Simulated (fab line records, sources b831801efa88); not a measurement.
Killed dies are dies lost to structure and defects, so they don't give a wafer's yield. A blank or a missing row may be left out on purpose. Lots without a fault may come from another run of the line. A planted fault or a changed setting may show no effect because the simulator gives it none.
Chamber matching | flow gf180mcu | GF_HV_LDD_ETCHBACK_58 on rie_diel-03: 4 sister chambers
The step etches Si3N4 in CH3F/O2, stops on SiO2, time 100 s, target depth 90 nm. 4 wafers are shown with their chamber, then 9 later ones without.

WAFERS WITH THEIR CHAMBER
wafer  | chamber | drypump_motor_current_A (A)
L480.5 | 2       | 5.3
L494.1 | 3       | 5.5
L494.2 | 1       | 5.8
L494.6 | 0       | 4.8

WAFERS WITHOUT THEIR CHAMBER
wafer  | drypump_motor_current_A (A)
L496.1 | 5.3
L496.4 | 5.5
L496.6 | 5.7
L497.1 | 5.4
L497.2 | 4.8
L497.3 | 5.7
L498.1 | 5.4
L498.3 | 4.8
L498.4 | 4.8

WHICH CHAMBER EACH WENT THROUGH
wafer  | from the rows above     | in truth
L496.1 | 2                       | 2
L496.4 | 3                       | 3
L496.6 | can't be placed: 1 or 3 | 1
L497.1 | can't be placed: 3 or 2 | 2
L497.2 | 0                       | 0
L497.3 | can't be placed: 1 or 3 | 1
L498.1 | can't be placed: 3 or 2 | 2
L498.3 | 0                       | 0
L498.4 | 0                       | 0
Placed correctly: 5 of 9. Can't be placed from these rows: 4 (the true chamber is among the candidates in 4). Placed wrongly: 0.
How it was worked out, from the rows above alone: a wafer's distance from a chamber is the root of the sum, over the readings, of the square of ((its reading less the chamber's mean) divided by the reading's scatter). The wafer belongs to the nearest chamber; if the next one is less than 2 further off, it can't be placed. A chamber's mean is the mean of its shown wafers. The scatter: with one shown wafer a chamber, the root of the mean of the squares of how far each hidden wafer lies from its nearest shown one.
